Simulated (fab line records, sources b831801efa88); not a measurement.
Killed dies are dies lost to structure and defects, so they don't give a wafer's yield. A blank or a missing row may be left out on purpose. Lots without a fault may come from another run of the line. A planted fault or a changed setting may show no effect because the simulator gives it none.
Which tool did it? | flow gf180mcu | 11 lots, 33 wafers sampled, at 7 steps of a route of 602

WHAT THE GAUGES READ, wafer by wafer
GF_V2_THK_MEAS_01. Usual: V2_CVD_00_THK 602 nm, standard deviation 4.5.
lot  | measured     | on            | V2_CVD_00_THK (nm) | flag
L173 | day 19 10:32 | film_metro-03 | 600 597 601        |
L174 | day 19 19:03 | film_metro-01 | 606 602 602        |
L176 | day 20 07:47 | film_metro-01 | 598 605 606        |
L177 | day 20 19:46 | film_metro-01 | 597 605 610        |
L179 | day 22 06:04 | film_metro-01 | 602 600 601        |
L183 | day 22 23:39 | film_metro-03 | 602 608 608        |
L185 | day 23 12:04 | film_metro-04 | 594 597 607        |
L192 | day 26 03:14 | film_metro-01 | 598 593 593        |
L194 | day 26 21:41 | film_metro-01 | 602 609 603        |
L195 | day 27 05:44 | film_metro-01 | 607 604 603        |
L196 | day 27 08:14 | film_metro-04 | 603 603 603        |

GF_V2_RS_MEAS_24: measures by four-point-probe. Usual: V2_W_RS 0.327 ohm/sq, standard deviation 0.0053.
lot  | measured     | on            | V2_W_RS (ohm/sq)  | flag
L173 | day 20 12:17 | film_metro-03 | 0.329 0.325 0.325 |
L174 | day 20 21:11 | film_metro-01 | 0.326 0.316 0.324 |
L176 | day 21 09:43 | film_metro-04 | 0.326 0.326 0.320 |
L177 | day 21 21:09 | film_metro-03 | 0.328 0.315 0.329 |
L179 | day 23 07:11 | film_metro-03 | 0.328 0.328 0.318 |
L183 | day 23 23:45 | film_metro-04 | 0.446 0.318 0.438 | OFF
L185 | day 24 11:37 | film_metro-04 | 0.440 0.318 0.441 | OFF
L192 | day 27 01:00 | film_metro-03 | 0.327 0.324 0.328 |
L194 | day 27 19:04 | film_metro-03 | 0.330 0.323 0.320 |
L195 | day 28 03:16 | film_metro-03 | 0.321 0.332 0.323 |
L196 | day 28 05:07 | film_metro-04 | 0.328 0.319 0.325 |

GF_V2_THK_MEAS_25: measures by xrf. Usual: V2_W_THK 353 nm, standard deviation 6.1.
lot  | measured     | on            | V2_W_THK (nm) | flag
L173 | day 20 12:23 | film_metro-03 | 350 354 356   |
L174 | day 20 21:17 | film_metro-01 | 350 362 352   |
L176 | day 21 09:50 | film_metro-04 | 358 359 365   |
L177 | day 21 21:16 | film_metro-03 | 351 364 349   |
L179 | day 23 07:18 | film_metro-03 | 349 349 360   |
L183 | day 23 23:52 | film_metro-04 | 261 364 264   | OFF
L185 | day 24 11:44 | film_metro-04 | 263 362 261   | OFF
L192 | day 27 01:07 | film_metro-03 | 352 354 348   |
L194 | day 27 19:11 | film_metro-03 | 348 355 358   |
L195 | day 28 03:23 | film_metro-03 | 359 346 358   |
L196 | day 28 05:13 | film_metro-04 | 353 365 358   |

GF_M3_CD_MEAS_14: target cd 280 nm. Usual: cd_nm 280.2 nm, standard deviation 1.6.
lot  | measured     | on        | cd_nm (nm)        | flag
L173 | day 21 12:52 | cd_sem-02 | 278.3 278.9 278.0 |
L174 | day 21 21:01 | cd_sem-01 | 282.2 283.6 282.5 |
L176 | day 22 09:11 | cd_sem-02 | 279.2 280.2 279.0 |
L177 | day 22 20:46 | cd_sem-02 | 281.6 281.4 281.3 |
L179 | day 24 05:59 | cd_sem-02 | 281.1 280.2 280.5 |
L183 | day 24 22:38 | cd_sem-01 | 281.3 280.7 280.9 |
L185 | day 25 22:02 | cd_sem-01 | 282.3 282.7 283.0 |
L192 | day 27 21:50 | cd_sem-02 | 277.5 278.3 278.4 |
L194 | day 28 15:08 | cd_sem-02 | 278.5 278.5 278.0 |
L195 | day 28 23:06 | cd_sem-02 | 282.1 282.1 283.4 |
L196 | day 29 00:28 | cd_sem-02 | 277.2 278.2 277.9 |

WHICH TOOL RAN EACH LOT (tool, then ch and the chambers of the sampled wafers, then the start)
lot  | GF_V2_CMP_04                  | GF_V2_CVD_23                  | GF_V2_CMP_26
L173 | cmp-01 ch 0,1,2, day 19 10:49 | cvd_w-01 ch 0,1, day 20 12:08 | cmp-02 ch 0,1, day 20 12:26
L174 | cmp-02 ch 0,1,3, day 19 19:19 | cvd_w-01 ch 0,1, day 20 21:04 | cmp-01 ch 1,2,3, day 20 21:25
L176 | cmp-01 ch 0,2, day 20 08:01   | cvd_w-01 ch 0,1, day 21 09:36 | cmp-02 ch 1,2, day 21 09:53
L177 | cmp-01 ch 0,1,3, day 20 19:58 | cvd_w-02 ch 0,1, day 21 21:02 | cmp-02 ch 1,2,3, day 21 21:20
L179 | cmp-02 ch 1,2,3, day 22 06:16 | cvd_w-02 ch 0,1, day 23 07:04 | cmp-01 ch 1,3, day 23 07:25
L183 | cmp-01 ch 0,2,3, day 22 23:50 | cvd_w-02 ch 0,1, day 23 23:38 | cmp-02 ch 0,2,3, day 23 23:56
L185 | cmp-02 ch 0,3, day 23 12:17   | cvd_w-02 ch 0,1, day 24 11:29 | cmp-01 ch 0,1,2, day 24 11:56
L192 | cmp-01 ch 0,1, day 26 03:28   | cvd_w-01 ch 0,1, day 27 00:53 | cmp-02 ch 0,2, day 27 01:11
L194 | cmp-01 ch 1,2,3, day 26 21:55 | cvd_w-02 ch 0,1, day 27 18:57 | cmp-02 ch 0,2,3, day 27 19:18
L195 | cmp-01 ch 0,1,2, day 27 05:55 | cvd_w-02 ch 0,1, day 28 03:08 | cmp-02 ch 0,2,3, day 28 03:26
L196 | cmp-02 ch 0,3, day 27 08:24   | cvd_w-02 ch 0,1, day 28 05:01 | cmp-01 ch 2,3, day 28 05:16
- GF_V2_CMP_04: polishes SiO2.
- GF_V2_CVD_23: deposits W, target thk 350 nm, time 104.94 s.
- GF_V2_CMP_26: polishes, stops on SiO2, t overpolish 16.27 s, target thk 0 nm.

WHAT THE TOOLS THEMSELVES READ (means of the sampled wafers that have a number; where no wafer has one, the mark that the record gives instead)
GF_V2_CMP_04. Usual: motor_current_A 12.0 A, standard deviation 1.5; time_to_endpoint_s 78 s, standard deviation 4.6.
lot  | tool   | motor_current_A (A) | time_to_endpoint_s (s) | flag
L173 | cmp-01 | 11.6                | 77                     |
L174 | cmp-02 | 12.6                | 74                     |
L176 | cmp-01 | 12.6                | 79                     |
L177 | cmp-01 | 10.7                | 79                     |
L179 | cmp-02 | 13.0                | 78                     |
L183 | cmp-01 | 12.0                | 72                     |
L185 | cmp-02 | 12.8                | 74                     |
L192 | cmp-01 | 10.4                | 82                     |
L194 | cmp-01 | 11.5                | 78                     |
L195 | cmp-01 | 11.5                | 85                     |
L196 | cmp-02 | 13.5                | 79                     |

GF_V2_CVD_23. Usual: heater_power_w 863 W, standard deviation 81; susceptor_temp_C 400.04 C, standard deviation 0.21.
lot  | tool     | heater_power_w (W) | susceptor_temp_C (C) | flag
L173 | cvd_w-01 | 802                | 400.02               |
L174 | cvd_w-01 | 877                | 399.94               |
L176 | cvd_w-01 | 877                | 400.04               |
L177 | cvd_w-02 | 893                | 399.81               |
L179 | cvd_w-02 | 890                | 400.06               |
L183 | cvd_w-02 | 848                | 389.90               | OFF
L185 | cvd_w-02 | 838                | 389.67               | OFF
L192 | cvd_w-01 | 892                | 400.09               |
L194 | cvd_w-02 | 885                | 399.81               |
L195 | cvd_w-02 | 875                | 400.03               |
L196 | cvd_w-02 | 901                | 400.01               |

GF_V2_CMP_26. Usual: motor_current_A 11.3 A, standard deviation 1.3; time_to_endpoint_s 84 s, standard deviation 3.2.
lot  | tool   | motor_current_A (A) | time_to_endpoint_s (s) | flag
L173 | cmp-02 | 11.0                | 87                     |
L174 | cmp-01 | 11.3                | 87                     |
L176 | cmp-02 | 11.1                | 85                     |
L177 | cmp-02 | 11.8                | 83                     |
L179 | cmp-01 | 10.2                | 88                     |
L183 | cmp-02 | 12.1                | 67                     | OFF
L185 | cmp-01 | 10.5                | 71                     | OFF
L192 | cmp-02 | 12.4                | 85                     |
L194 | cmp-02 | 12.3                | 85                     |
L195 | cmp-02 | 12.7                | 80                     |
L196 | cmp-01 | 11.4                | 87                     |

THE ANSWER, worked out from the rows above alone
Rule: a lot is off if the mean of its wafers that have a number lies more than 3 standard deviations from the usual mean. A lot without any number at a reading at which 4 lots or more have one is off too. The other lots that the step has rows for count as sound. The gauges are gone through in route order, then the tools' own readings, and for those a lot's mean is taken as printed above. The first step at which some lot is off is used, and at that step the reading that is off furthest; a lot without a number counts as furthest.
Off: L183, L185, at GF_V2_RS_MEAS_24 (V2_W_RS).
A tool fits if, at a process step before that reading, it ran every lot that is off, and no sound lot after the first of them. The gauges at GF_V2_RS_MEAS_24 aren't tried: what is off there is off at GF_V2_CVD_23 too, on other tools, and a gauge's error can't cause that. None of those tried fits.

WHAT THE SIMULATOR HAD PUT IN
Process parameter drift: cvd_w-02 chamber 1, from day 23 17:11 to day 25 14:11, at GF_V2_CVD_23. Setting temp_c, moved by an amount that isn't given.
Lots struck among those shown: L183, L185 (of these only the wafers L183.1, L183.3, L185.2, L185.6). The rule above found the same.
